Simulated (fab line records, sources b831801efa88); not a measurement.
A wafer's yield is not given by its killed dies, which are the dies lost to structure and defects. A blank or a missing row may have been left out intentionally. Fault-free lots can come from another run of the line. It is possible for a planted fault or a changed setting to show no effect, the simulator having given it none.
Problem report in the 8D (eight disciplines) form, filled by code || flow sky130 || the parts of the form that need people (team, actions taken, sign-off) are left out

== 1. PROBLEM STATEMENT ==
Wafers without a fault read 24 with a standard deviation of 5.6, while killed_at_contacts at SKY_PAD_OPEN_PROBE_99 averages 84 across 3 wafers of 1 lot. That is +11 standard deviations from the usual mean.
Seen first at day 49 15:52 on prober-01, wafer L581.1. The record holds 3 wafers of 1 lot with a number at this step. By rule, "out" or "out of limits" means more than 4 standard deviations away from the usual mean. Any other wafer with a number is counted as sound.

== 2. WHAT IT IS AND WHAT IT IS NOT ==
{"question": "which readings at this step", "is": "killed_at_contacts, killed_dies", "is not": "killed_at_M0_to_M3, killed_at_M4_up, killed_at_front_end, killed_at_other, killed_open, killed_short"}
{"question": "which lots", "is": "L581", "is not": "-"}
{"question": "which wafers of those lots", "is": "all that have a number", "is not": "-"}
{"question": "read on which tools", "is": "prober-01", "is not": "-"}
{"question": "when", "is": "from day 49 15:52", "is not": "up to then (0 sound wafers)"}

== 3. SUSPECTS, AND WHAT RULES EACH OUT ==
Counting: a tool at any process step up to the reading remains a suspect when it ran all the lots that are out and ran no sound lot after the first of those.
- wet_bench-04 at SKY_LOCAL_INTERCONNECT_STRIP_16 (strips in post etch residue remover, time 1200 s): kept. It ran the lot that is out, L581 (day 35 23:53), and no sound lot after that.
- prober-01 at SKY_PAD_OPEN_PROBE_99: kept. It ran the lot that is out, L581 (day 49 15:52), and no sound lot after that. Out on those wafers are its own readings of killed_at_contacts, killed_dies.
After counting, wet_bench-04 at SKY_LOCAL_INTERCONNECT_STRIP_16 and prober-01 at SKY_PAD_OPEN_PROBE_99 remain.

== 4. THE CAUSE (what the simulator had put in) ==
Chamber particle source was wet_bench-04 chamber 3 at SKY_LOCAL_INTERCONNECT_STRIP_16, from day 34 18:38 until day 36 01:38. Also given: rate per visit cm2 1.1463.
2 suspects survive the count, and this tool is in that group.

== 5. SEQUENCE OF EFFECTS, ordered by route ==
Each row: a reading where the mean over the struck wafers with a number is more than 3 standard deviations away from the usual. Only readings whose record carries a usual standard deviation are examined. hours: median over the lots of the time between each lot's start at the first step of this table that gives one and its start at this step. sigmas: the change, counted in usual standard deviations.
{"hours": 0, "step": "SKY_PAD_OPEN_PROBE_99", "reading": "killed_at_contacts", "usual": 24, "on struck wafers": 84, "change": "+60", "sigmas": "+11"}
{"hours": 0, "step": "SKY_PAD_OPEN_PROBE_99", "reading": "killed_dies", "usual": 86, "on struck wafers": 142, "change": "+56", "sigmas": "+6.2"}
Its process steps:
- SKY_PAD_OPEN_PROBE_99

== 6. HOW IT WOULD HAVE BEEN CAUGHT EARLIER ==
In this record the first reading out of limits was taken at day 49 15:52, 357 hours after the fault began at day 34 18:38.
By day 49 15:52, every lot that is out (1) had started SKY_LOCAL_INTERCONNECT_STRIP_16 on wet_bench-04. A hold on the tool at that time would have spared none of them.
